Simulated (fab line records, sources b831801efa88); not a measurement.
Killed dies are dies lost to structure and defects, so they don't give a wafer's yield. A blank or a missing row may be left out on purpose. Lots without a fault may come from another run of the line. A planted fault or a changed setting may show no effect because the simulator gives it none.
One fault seen from 2 desks | flow gf180mcu | each desk has only its own numbers; what lay behind them comes last

THE METROLOGY DESK
What the gauges read, lot by lot, whatever tool the lot ran on: means of the sampled wafers that have a number. A lot is out of limits, marked OUT, if its mean lies more than 4 standard deviations from the usual mean; the brackets give that distance.
Columns: A = HV_LDD_3_TW at GF_HV_LDD_TW_MEAS_38, usual 1427; B = HV_LDD_RS at GF_HV_LDD_RS_MEAS_53, usual 418.6 ohm/sq
lot  | first seen here | A               | B
L742 | day 11 17:41    | 1427            | 418.7
L743 | day 12 01:55    | 1432            | 417.2
L744 | day 12 09:07    | 1433            | 418.8
L746 | day 12 22:15    | 1440            | 416.6
L747 | day 13 13:39    | 1327 (-10) OUT  | 435.8 (+20) OUT
L750 | day 15 02:06    | 1332 (-9.5) OUT | 436.5 (+20) OUT
L759 | day 17 11:41    | 1409            | 420.2
L758 | day 17 11:59    | 1411            | 419.7
L761 | day 17 23:53    | 1412            | 418.4
L762 | day 18 08:38    | 1427            | 418.8
L764 | day 19 02:07    | 1408            | 419.3
This desk's finding: out of limits on L747, L750; first on L747, day 13 13:39 (HV_LDD_3_TW at GF_HV_LDD_TW_MEAS_38). In limits: L742, L743, L744, L746, L759, L758, L761, L762, L764.

THE TOOL OWNER'S DESK: implanter-02
The tool's own readings at GF_HV_LDD_IMPLANT_34: means of the sampled wafers that have a number, for each lot that ran on this tool. A lot is out of limits, marked OUT, if its mean lies more than 4 standard deviations from the usual mean; the brackets give that distance.
Columns: A = beam_on_s at GF_HV_LDD_IMPLANT_34, usual 10.00 s; B = dose_ions_cm2 at GF_HV_LDD_IMPLANT_34, usual 7.499e+12; C = faraday_current_uA at GF_HV_LDD_IMPLANT_34, usual 42.3
lot  | first seen here | A     | B                           | C
L743 | day 12 01:23    | 9.88  | 7.505e+12                   | 42.9
L746 | day 12 21:44    | 10.11 | 7.493e+12                   | 41.8
L747 | day 13 13:06    | 10.00 | 1.356e+12 (-99 or more) OUT | 7.7 (-43) OUT
L750 | day 15 01:33    | 9.98  | 1.359e+12 (-99 or more) OUT | 7.7 (-43) OUT
L761 | day 17 23:20    | 10.13 | 7.494e+12                   | 41.9
L764 | day 19 01:34    | 10.27 | 7.491e+12                   | 41.2
This desk's finding: out of limits on L747, L750; first on L747, day 13 13:06 (dose_ions_cm2 at GF_HV_LDD_IMPLANT_34). In limits: L743, L746, L761, L764.

PUT TOGETHER
The tool owner's desk could have raised an alarm at day 13 13:06, on L747, L750.
The metrology desk could have raised an alarm at day 13 13:39, on L747, L750.
Of the lots named, all ran GF_HV_LDD_IMPLANT_34 on implanter-02.

WHAT THE SIMULATOR HAD PUT IN
Process parameter drift: implanter-02, from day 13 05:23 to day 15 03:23, at GF_HV_LDD_IMPLANT_34. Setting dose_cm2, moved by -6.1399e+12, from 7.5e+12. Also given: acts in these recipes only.
Lots struck among those shown: L747, L750.
Hours from the fault's start to each desk's first reading out of limits: the tool owner's desk, 8; the metrology desk, 8.
